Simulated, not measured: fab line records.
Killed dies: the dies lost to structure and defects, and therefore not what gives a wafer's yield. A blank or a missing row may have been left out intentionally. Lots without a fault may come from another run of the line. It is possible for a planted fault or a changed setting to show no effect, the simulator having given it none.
fab line records + flow sky130
record:
- lots: 12
- wafers: 36
- lastDay: 50
route steps=708 shown VT_ADJUST_HVTP@95 VT_ADJUST_HVTR@142 SONOS_TUNNEL@163 SONOS_ONO@173 PAD_OPEN@708
lots that met no fault: from a run of the same line without faults
startH: start of the lot's first displayed wafer, in hours after the record's first day + waitH: hours elapsed since this lot's preceding step + " as in the row above + L1.1+2: a single row standing in for several wafers + - no value, or no start given + * or withheld: withheld + < > ~ a bound
route shown NAME@n: names a module that has steps shown in the file, with the first one's number in the route + usual: mean/standard deviation taken from wafers without a fault + same: alike in all rows + chamber/n: place in a boat + sites: per-site readings + _std_site: standard deviation across them + _edge_site: outer sites' mean less inner sites' + radiusMm: for every site, how far away it sits from the centre of the wafer + mask NAME#n: copy n + behind: the last tool/chamber to shape the wafer + hold: reason for holding the lot/hours on hold/outcome of the hold + device: whichever transistor did not switch (one of n, p or np) + end of line: the route-end tests of the same wafers + a step with no rows: only its recipe + killed: dies that structure and defects cost at the first sort, which is not the same as the wafer's yield + map: dies across one wafer; x = killed, . = not, _ = none there
set.NAME: setting as actually run; set.NAME@STEP: the setting as run at that earlier step + model.NAME: the simulator's own value behind a step, which no gauge read
one table for each step of the route and one row for each wafer, over a sample of lots
services: a tool's chamber out of use, with start hour (startH, from the record's first day; less than 0 if before it), hours out, and reason
== steps ==
step: SKY_VT_ADJUST_HVTP_STRIP_10
recipe:
- chemistry: O2/N2
- powerW: 1400
- pressureMtorr: 1500
- platenTempC: withheld
- o2FlowSccm: 3000
- n2FlowSccm: 300
- overashFraction: 0.5
usual:
- drypumpMotorCurrentA: 5.5/0.53
- oesProductAu: 0.716/0.0044
- stripTimeToEndpointS: 14.18/0.043
| lot.wafer | tool           | chamber | startH | waitH | drypumpMotorCurrentA | oesProductAu | rfHoursCounterH | stripTimeToEndpointS |
|-----------|----------------|---------|--------|-------|----------------------|--------------|-----------------|----------------------|
| L628.2    | plasmaAsher-03 | 0       | 118.45 | 0.1   | 5.0                  | 0.711        | 30              | 14.10                |
| L628.3    | "              | 1       | "      | "     | 5.9                  | 0.720        | -               | 14.13                |
| L628.6    | "              | 1       | "      | "     | 5.8                  | 0.720        | -               | 14.12                |
| L629.1    | plasmaAsher-03 | 1       | 129.75 | 0.1   | 5.8                  | 0.715        | 31              | 14.20                |
| L629.3    | "              | 0       | "      | "     | 5.0                  | 0.715        | -               | 14.21                |
| L629.6    | "              | 1       | "      | "     | 5.8                  | 0.716        | -               | 14.21                |
| L630.4    | plasmaAsher-04 | 0       | 135.66 | 0.1   | 5.1                  | 0.719        | -               | 14.23                |
| L630.5    | "              | 1       | "      | "     | 5.1                  | 0.717        | -               | 14.24                |
| L630.6    | "              | 0       | "      | "     | 5.1                  | 0.718        | -               | 14.24                |
| L633.1    | plasmaAsher-04 | 1       | 153.18 | 0.1   | 5.1                  | 0.718        | 3               | 14.16                |
| L633.5    | "              | 0       | "      | "     | 5.2                  | 0.716        | -               | 14.10                |
| L633.6    | "              | 1       | "      | "     | 5.1                  | 0.712        | -               | 14.17                |
| L636.1    | plasmaAsher-03 | 1       | 168.75 | 0.1   | 5.8                  | 0.723        | 35              | 14.22                |
| L636.2    | "              | 0       | "      | "     | 5.0                  | 0.717        | 35              | 14.21                |
| L636.3    | "              | 0       | "      | "     | 5.0                  | 0.712        | -               | 14.28                |
| L638.2    | plasmaAsher-03 | 1       | 185.32 | 0.1   | 5.9                  | 0.719        | 37              | 14.22                |
| L638.3    | "              | 1       | "      | "     | 5.8                  | 0.712        | -               | 14.23                |
| L638.4    | "              | 0       | "      | "     | 5.0                  | 0.712        | -               | 14.23                |
| L641.2    | plasmaAsher-02 | 0       | 202.05 | 0.1   | 6.4                  | 0.716        | 52              | 14.17                |
| L641.4    | "              | 1       | "      | "     | 6.3                  | 0.714        | -               | 14.17                |
| L641.6    | "              | 1       | "      | "     | 6.3                  | 0.710        | -               | 14.19                |
| L642.1    | plasmaAsher-04 | 0       | 215.83 | 0.1   | 5.1                  | 0.723        | 10              | 14.24                |
| L642.2    | "              | 1       | "      | "     | 5.1                  | 0.712        | 10              | 14.19                |
| L642.5    | "              | 1       | "      | "     | 5.1                  | 0.713        | -               | 14.17                |
| L645.4    | plasmaAsher-03 | 0       | 235.76 | 0.1   | 5.0                  | 0.712        | -               | 14.18                |
| L645.5    | "              | 1       | "      | "     | 5.8                  | 0.710        | -               | 14.15                |
| L645.6    | "              | 0       | "      | "     | 5.0                  | 0.722        | -               | 14.11                |
| L649.2    | plasmaAsher-04 | 0       | 257.43 | 0.1   | 5.1                  | 0.717        | 14              | 14.12                |
| L649.3    | "              | 0       | "      | "     | 5.1                  | 0.713        | -               | 14.16                |
| L649.5    | "              | 0       | "      | "     | 5.1                  | 0.721        | -               | 14.14                |
| L650.2    | plasmaAsher-03 | 0       | 259.58 | 0.1   | 5.0                  | 0.716        | 44              | 14.18                |
| L650.3    | "              | 1       | "      | "     | 5.8                  | 0.714        | -               | 14.15                |
| L650.5    | "              | 0       | "      | "     | 5.0                  | 0.721        | -               | 14.11                |
| L651.2    | plasmaAsher-03 | 0       | 267.93 | 0.1   | 5.0                  | 0.718        | 45              | 14.21                |
| L651.3    | "              | 0       | "      | "     | 5.0                  | 0.715        | -               | 14.21                |
| L651.4    | "              | 1       | "      | "     | 5.8                  | 0.716        | -               | 14.20                |
step: SKY_VT_ADJUST_HVTR_TW_MEAS_11
usual:
- VT_ADJUST_HVTR_TW: 211.7/1.4
| lot.wafer | tool         | chamber | startH | waitH | VT_ADJUST_HVTR_TW |
|-----------|--------------|---------|--------|-------|-------------------|
| L628.2    | filmMetro-02 | -       | 198.53 | 0.1   | 210.1             |
| L628.3    | "            | -       | "      | "     | 209.0             |
| L628.6    | "            | -       | "      | "     | 211.1             |
| L629.1    | filmMetro-04 | -       | 212.47 | 0.1   | 213.0             |
| L629.3    | "            | -       | "      | "     | 211.1             |
| L629.6    | "            | -       | "      | "     | 212.2             |
| L630.4    | filmMetro-02 | -       | 220.27 | 0.1   | 212.5             |
| L630.5    | "            | -       | "      | "     | 213.0             |
| L630.6    | "            | -       | "      | "     | 213.0             |
| L633.1    | filmMetro-04 | -       | 239.29 | 0.1   | 213.0             |
| L633.5    | "            | -       | "      | "     | 214.9             |
| L633.6    | "            | -       | "      | "     | 213.0             |
| L636.1    | filmMetro-03 | -       | 258.04 | 0.1   | 210.4             |
| L636.2    | "            | -       | "      | "     | 209.8             |
| L636.3    | "            | -       | "      | "     | 212.6             |
| L638.2    | filmMetro-04 | -       | 277.56 | 0.1   | 212.6             |
| L638.3    | "            | -       | "      | "     | 211.9             |
| L638.4    | "            | -       | "      | "     | 212.2             |
| L641.2    | filmMetro-04 | -       | 298.53 | 0.1   | 213.0             |
| L641.4    | "            | -       | "      | "     | 213.2             |
| L641.6    | "            | -       | "      | "     | 212.4             |
| L642.1    | filmMetro-04 | -       | 314.12 | 0.1   | 212.7             |
| L642.2    | "            | -       | "      | "     | 212.8             |
| L642.5    | "            | -       | "      | "     | 212.5             |
| L645.4    | filmMetro-02 | -       | 338.30 | 0.1   | 211.7             |
| L645.5    | "            | -       | "      | "     | 211.0             |
| L645.6    | "            | -       | "      | "     | 211.3             |
| L649.2    | filmMetro-04 | -       | 362.70 | 0.1   | 212.6             |
| L649.3    | "            | -       | "      | "     | 212.4             |
| L649.5    | "            | -       | "      | "     | 211.8             |
| L650.2    | filmMetro-03 | -       | 365.37 | 0.1   | 211.2             |
| L650.3    | "            | -       | "      | "     | 211.3             |
| L650.5    | "            | -       | "      | "     | 210.3             |
| L651.2    | filmMetro-04 | -       | 373.65 | 0.1   | 212.0             |
| L651.3    | "            | -       | "      | "     | 212.9             |
| L651.4    | "            | -       | "      | "     | 212.2             |
step: SKY_SONOS_TUNNEL_IMPLANT_09
recipe:
- species: B
- energyKev: 20
- doseCm2: 1e+12
- tiltDeg: withheld
usual:
- beamEnergyKeV: 20.000/0.0054
- beamOnS: 10.03/0.2
| lot.wafer | tool         | chamber | startH | waitH | beamEnergyKeV | beamOnS |
|-----------|--------------|---------|--------|-------|---------------|---------|
| L628.2    | implanter-02 | 0       | 243.00 | 0.0   | 20.002        | 9.89    |
| L628.3    | "            | 0       | "      | "     | 20.005        | 10.18   |
| L628.6    | "            | 0       | "      | "     | 19.991        | 10.35   |
| L629.1    | implanter-04 | 0       | 258.18 | 0.0   | 20.002        | 10.36   |
| L629.3    | "            | 0       | "      | "     | 20.010        | 10.24   |
| L629.6    | "            | 0       | "      | "     | 20.003        | 9.88    |
| L630.4    | implanter-02 | 0       | 266.43 | 0.1   | 20.006        | 9.58    |
| L630.5    | "            | 0       | "      | "     | 19.998        | 9.73    |
| L630.6    | "            | 0       | "      | "     | 20.003        | 9.87    |
| L633.1    | implanter-02 | 0       | 288.70 | 0.0   | 19.999        | 10.02   |
| L633.5    | "            | 0       | "      | "     | 20.007        | 10.08   |
| L633.6    | "            | 0       | "      | "     | 19.994        | 10.32   |
| L636.1    | implanter-02 | 0       | 309.04 | 0.0   | 20.003        | 10.07   |
| L636.2    | "            | 0       | "      | "     | 20.001        | 10.32   |
| L636.3    | "            | 0       | "      | "     | 20.002        | 10.39   |
| L638.2    | implanter-02 | 0       | 330.87 | 0.0   | 25.488        | 9.77    |
| L638.3    | "            | 0       | "      | "     | 25.487        | 9.98    |
| L638.4    | "            | 0       | "      | "     | 25.487        | 10.04   |
| L641.2    | implanter-01 | 0       | 351.53 | 0.0   | 19.996        | 9.77    |
| L641.4    | "            | 0       | "      | "     | 20.001        | 10.41   |
| L641.6    | "            | 0       | "      | "     | 20.001        | 10.37   |
| L642.1    | implanter-02 | 0       | 367.25 | 0.0   | 25.486        | 9.93    |
| L642.2    | "            | 0       | "      | "     | 25.484        | 10.21   |
| L642.5    | "            | 0       | "      | "     | 25.475        | 10.01   |
| L645.4    | implanter-04 | 0       | 393.38 | 0.1   | 19.998        | 10.25   |
| L645.5    | "            | 0       | "      | "     | 20.011        | 10.19   |
| L645.6    | "            | 0       | "      | "     | 19.995        | 9.72    |
| L649.2    | implanter-01 | 0       | 420.92 | 0.0   | 20.014        | 10.11   |
| L649.3    | "            | 0       | "      | "     | 20.010        | 10.35   |
| L649.5    | "            | 0       | "      | "     | 20.005        | 9.86    |
| L650.2    | implanter-04 | 0       | 423.02 | 0.0   | 20.008        | 9.77    |
| L650.3    | "            | 0       | "      | "     | 20.005        | 10.09   |
| L650.5    | "            | 0       | "      | "     | 20.006        | 10.13   |
| L651.2    | implanter-04 | 0       | 433.18 | 0.0   | 20.000        | 9.90    |
| L651.3    | "            | 0       | "      | "     | 20.000        | 9.88    |
| L651.4    | "            | 0       | "      | "     | 20.003        | 9.79    |
step: SKY_SONOS_TUNNEL_TW_MEAS_12
usual:
- SONOS_TUNNEL_TW: 198.5/1.2
| lot.wafer | tool         | chamber | startH | waitH | hold                    | SONOS_TUNNEL_TW |
|-----------|--------------|---------|--------|-------|-------------------------|-----------------|
| L628.2    | filmMetro-02 | -       | 243.40 | 0.0   | -                       | 199.6           |
| L628.3    | "            | -       | "      | "     | -                       | 199.2           |
| L628.6    | "            | -       | "      | "     | -                       | 199.8           |
| L629.1    | filmMetro-01 | -       | 258.77 | 0.0   | -                       | 199.3           |
| L629.3    | "            | -       | "      | "     | -                       | 199.9           |
| L629.6    | "            | -       | "      | "     | -                       | 200.0           |
| L630.4    | filmMetro-01 | -       | 266.80 | 0.0   | -                       | 198.7           |
| L630.5    | "            | -       | "      | "     | -                       | 198.9           |
| L630.6    | "            | -       | "      | "     | -                       | 198.6           |
| L633.1    | filmMetro-03 | -       | 289.13 | 0.0   | -                       | 197.5           |
| L633.5    | "            | -       | "      | "     | -                       | 196.7           |
| L633.6    | "            | -       | "      | "     | -                       | 197.1           |
| L636.1    | filmMetro-03 | -       | 309.48 | 0.0   | -                       | 197.5           |
| L636.2    | "            | -       | "      | "     | -                       | 196.8           |
| L636.3    | "            | -       | "      | "     | -                       | 196.0           |
| L638.2    | filmMetro-01 | -       | 331.26 | 0.0   | awaitDispo/0.2h/release | 209.4           |
| L638.3    | "            | -       | "      | "     | awaitDispo/0.2h/release | 208.1           |
| L638.4    | "            | -       | "      | "     | awaitDispo/0.2h/release | 207.5           |
| L638.2    | filmMetro-01 | -       | 331.49 | 0.2   | -                       | 209.3           |
| L638.3    | "            | -       | "      | "     | -                       | 207.3           |
| L638.4    | "            | -       | "      | "     | -                       | 207.9           |
| L641.2    | filmMetro-02 | -       | 351.92 | 0.0   | -                       | 198.5           |
| L641.4    | "            | -       | "      | "     | -                       | 198.2           |
| L641.6    | "            | -       | "      | "     | -                       | 197.3           |
| L642.1    | filmMetro-01 | -       | 367.66 | 0.0   | awaitDispo/0.2h/release | 208.5           |
| L642.2    | "            | -       | "      | "     | awaitDispo/0.2h/release | 209.1           |
| L642.5    | "            | -       | "      | "     | awaitDispo/0.2h/release | 208.3           |
| L642.1    | filmMetro-01 | -       | 367.93 | 0.3   | -                       | 208.7           |
| L642.2    | "            | -       | "      | "     | -                       | 208.5           |
| L642.5    | "            | -       | "      | "     | -                       | 207.8           |
| L645.4    | filmMetro-02 | -       | 393.77 | 0.0   | -                       | 199.7           |
| L645.5    | "            | -       | "      | "     | -                       | 199.3           |
| L645.6    | "            | -       | "      | "     | -                       | 198.5           |
| L649.2    | filmMetro-03 | -       | 421.31 | 0.0   | -                       | 196.8           |
| L649.3    | "            | -       | "      | "     | -                       | 197.7           |
| L649.5    | "            | -       | "      | "     | -                       | 198.1           |
| L650.2    | filmMetro-03 | -       | 423.41 | 0.0   | -                       | 198.6           |
| L650.3    | "            | -       | "      | "     | -                       | 197.1           |
| L650.5    | "            | -       | "      | "     | -                       | 197.4           |
| L651.2    | filmMetro-02 | -       | 433.59 | 0.0   | -                       | 198.2           |
| L651.3    | "            | -       | "      | "     | -                       | 198.4           |
| L651.4    | "            | -       | "      | "     | -                       | 197.8           |
step: SKY_SONOS_ONO_THK_MEAS_05
recipe:
- reads: SiO2_of_SONOS_ONO_CVD_04
usual:
- SONOS_ONO_CVD_04_THK: 5.68/0.11
| lot.wafer | tool         | chamber | startH | waitH | SONOS_ONO_CVD_04_THK[nm] |
|-----------|--------------|---------|--------|-------|--------------------------|
| L628.2    | filmMetro-03 | -       | 248.82 | 0.0   | 5.76                     |
| L628.3    | "            | -       | "      | "     | 5.87                     |
| L628.6    | "            | -       | "      | "     | 5.65                     |
| L629.1    | filmMetro-01 | -       | 262.64 | 0.0   | 5.68                     |
| L629.3    | "            | -       | "      | "     | 5.69                     |
| L629.6    | "            | -       | "      | "     | 5.72                     |
| L630.4    | filmMetro-01 | -       | 271.28 | 0.0   | 5.70                     |
| L630.5    | "            | -       | "      | "     | 5.76                     |
| L630.6    | "            | -       | "      | "     | 5.75                     |
| L633.1    | filmMetro-04 | -       | 293.60 | 0.0   | 5.53                     |
| L633.5    | "            | -       | "      | "     | 5.63                     |
| L633.6    | "            | -       | "      | "     | 5.61                     |
| L636.1    | filmMetro-01 | -       | 314.25 | 0.0   | 5.66                     |
| L636.2    | "            | -       | "      | "     | 5.85                     |
| L636.3    | "            | -       | "      | "     | 5.73                     |
| L638.2    | filmMetro-03 | -       | 338.92 | 0.0   | 5.63                     |
| L638.3    | "            | -       | "      | "     | 5.57                     |
| L638.4    | "            | -       | "      | "     | 5.47                     |
| L641.2    | filmMetro-03 | -       | 357.92 | 0.0   | 5.56                     |
| L641.4    | "            | -       | "      | "     | 5.63                     |
| L641.6    | "            | -       | "      | "     | 5.59                     |
| L642.1    | filmMetro-01 | -       | 378.89 | 0.0   | 5.78                     |
| L642.2    | "            | -       | "      | "     | 5.74                     |
| L642.5    | "            | -       | "      | "     | 5.80                     |
| L645.4    | filmMetro-03 | -       | 398.28 | 0.0   | 5.71                     |
| L645.5    | "            | -       | "      | "     | 5.66                     |
| L645.6    | "            | -       | "      | "     | 5.75                     |
| L649.2    | filmMetro-04 | -       | 428.17 | 0.0   | 5.78                     |
| L649.3    | "            | -       | "      | "     | 5.84                     |
| L649.5    | "            | -       | "      | "     | 5.88                     |
| L650.2    | filmMetro-01 | -       | 429.74 | 0.0   | 5.73                     |
| L650.3    | "            | -       | "      | "     | 5.61                     |
| L650.5    | "            | -       | "      | "     | 5.61                     |
| L651.2    | filmMetro-03 | -       | 440.54 | 0.0   | 5.82                     |
| L651.3    | "            | -       | "      | "     | 5.87                     |
| L651.4    | "            | -       | "      | "     | 5.78                     |
step: SKY_PAD_OPEN_PROBE_99
usual:
- killed_at_M0_to_M3: 43/7.4
- killed_at_M4_up: 3.1/1.9
- killedAtContacts: 25/5.4
- killedAtFrontEnd: 15/4.3
- killedAtOther: 0.3/0.54
- killedDies: 86/10
- killedOpen: 46/7.4
- killedShort: 40/7
same:
- grossDies: 492
- killedAtBackSide: 0
| lot.wafer | tool      | chamber | startH  | waitH | killed_at_M0_to_M3 | killed_at_M4_up | killedAtContacts | killedAtFrontEnd | killedAtOther | killedDies | killedOpen | killedShort |
|-----------|-----------|---------|---------|-------|--------------------|-----------------|------------------|------------------|---------------|------------|------------|-------------|
| L638.2    | prober-01 | -       | 1144.24 | 0.1   | 52                 | 1               | 27               | 8                | 1             | 89         | 55         | 34          |
| L638.3    | prober-01 | -       | 1144.29 | 0.2   | 33                 | 1               | 25               | 6                | 0             | 65         | 33         | 32          |
| L638.4    | prober-01 | -       | 1144.34 | 0.2   | 42                 | 8               | 23               | 10               | 0             | 83         | 38         | 44          |
| L642.1    | prober-01 | -       | 1162.74 | 0.1   | 37                 | 0               | 29               | 15               | 2             | 83         | 51         | 31          |
| L642.2    | prober-01 | -       | 1162.79 | 0.1   | 47                 | 2               | 20               | 20               | 1             | 90         | 45         | 45          |
| L642.5    | prober-01 | -       | 1162.94 | 0.2   | 41                 | 4               | 24               | 23               | 1             | 93         | 44         | 49          |
killed by level:class
L638.2 VIA1:geometricParticle:open=11 CONTACT:geometricParticle:open=10 VIA3:geometricParticle:open=10 LI_CONTACT:geometricParticle:open=9 METAL2:geometricParticle:short=8 VIA2:geometricParticle:open=6 CONTACT:geometricParticle:short=5 METAL1:geometricParticle:short=4
L638.3 CONTACT:geometricParticle:open=8 VIA1:geometricParticle:open=7 CONTACT:geometricParticle:short=6 METAL2:geometricParticle:short=6 VIA3:geometricParticle:open=5 LI_CONTACT:geometricParticle:short=4 LI_CONTACT:geometricParticle:open=4 VIA2:geometricParticle:open=4
L638.4 VIA1:geometricParticle:open=11 CONTACT:geometricParticle:open=8 METAL2:geometricParticle:short=8 METAL4:geometricParticle:short=7 LI_CONTACT:geometricParticle:open=6 VIA2:geometricParticle:open=6 VIA1:geometricParticle:short=5 CONTACT:geometricParticle:short=5
L642.1 VIA1:geometricParticle:open=13 LI_CONTACT:geometricParticle:open=12 LI_CONTACT:geometricParticle:short=9 VIA2:geometricParticle:open=6 METAL1:geometricParticle:short=5 VIA3:geometricParticle:open=5 CONTACT:geometricParticle:open=4 FIELD_ISO:geometricParticle:short=3
L642.2 VIA1:geometricParticle:open=9 CONTACT:geometricParticle:open=7 METAL1:geometricParticle:short=7 LOCAL_INTERCONNECT:geometricParticle:short=6 METAL2:geometricParticle:short=6 POLY_GATE:geometricParticle:short=5 LI_CONTACT:geometricParticle:open=5 VIA3:geometricParticle:open=5
L642.5 LI_CONTACT:geometricParticle:open=8 VIA1:geometricParticle:open=8 CONTACT:geometricParticle:open=7 FIELD_ISO:geometricParticle:short=6 METAL1:geometricParticle:short=6 VIA1:geometricParticle:short=5 METAL2:geometricParticle:short=5 VIA2:geometricParticle:open=5
== services ==
| tool           | chamber | startH | hours | kind      |
|----------------|---------|--------|-------|-----------|
| plasmaAsher-04 | -       | 108.75 | 9.0   | pm        |
| plasmaAsher-04 | 0       | 108.75 | 9.0   | ventCycle |
| plasmaAsher-04 | 1       | 108.75 | 9.0   | ventCycle |
| plasmaAsher-04 | 0       | 117.75 | -     | clean     |
| plasmaAsher-04 | 1       | 117.75 | -     | clean     |
| implanter-02   | -       | 133.85 | 3.7   | pm        |
| implanter-02   | -       | 160.02 | 4.9   | repair    |
| plasmaAsher-03 | -       | 162.50 | 0.8   | repair    |
| implanter-01   | -       | 184.36 | 3.0   | repair    |
| implanter-01   | -       | 195.69 | 7.5   | repair    |
| implanter-02   | -       | 196.11 | 2.9   | pm        |
| implanter-04   | -       | 209.42 | 3.1   | pm        |
| implanter-01   | -       | 227.65 | 4.0   | pm        |
| plasmaAsher-03 | -       | 229.82 | 0.3   | repair    |
| implanter-02   | -       | 234.91 | 1.5   | repair    |
| implanter-02   | -       | 249.80 | 2.9   | repair    |
| plasmaAsher-03 | -       | 252.71 | 2.8   | pm        |
| plasmaAsher-04 | -       | 277.87 | 0.9   | repair    |
| plasmaAsher-04 | -       | 278.74 | 14.6  | pm        |
| plasmaAsher-04 | -       | 328.04 | 3.7   | repair    |
| plasmaAsher-02 | -       | 356.06 | 0.8   | repair    |
| plasmaAsher-04 | -       | 378.68 | 2.8   | pm        |
| implanter-01   | -       | 409.84 | 1.1   | repair    |
| plasmaAsher-02 | -       | 421.25 | 9.0   | pm        |
== key ==
firstSign:
- step: SKY_SONOS_TUNNEL_IMPLANT_09
- reading: beamEnergyKeV
- direction: up
- sigmas: 99+
- usual: *
- struck: *
effect:
- step: SKY_SONOS_TUNNEL_TW_MEAS_12
- reading: visit
- direction: added
effect:
- step: SKY_SONOS_TUNNEL_TW_MEAS_12
- reading: SONOS_TUNNEL_TW
- direction: up
- sigmas: 8.5
- usual: 198.5
- struck: 208.5
metAt SKY_SONOS_TUNNEL_IMPLANT_09
struckLots L638,L642
testerLeftOut L638,L642
notActingAt SKY_VT_ADJUST_HVTP_STRIP_10,SKY_VT_ADJUST_HVTR_TW_MEAS_11,SKY_SONOS_ONO_THK_MEAS_05
onsetBetween 309.04 330.87
fault:
- kind: processParameterDrift
- tool: implanter-02
- chamber: -
- onsetH: 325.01
- steps: SKY_SONOS_TUNNEL_IMPLANT_09
- channel: energyKev
- offset: *
- shape: step
- endH: 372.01
- actsIn: *
- stated: *
testerLeftOut: of these lots the tester's yield and bins aren't shown, on N5 and GAA mostly nor the transistor test; their killed dies are dies lost to structure and defects alone, not to doping, threshold or leakage, so they don't give the yield
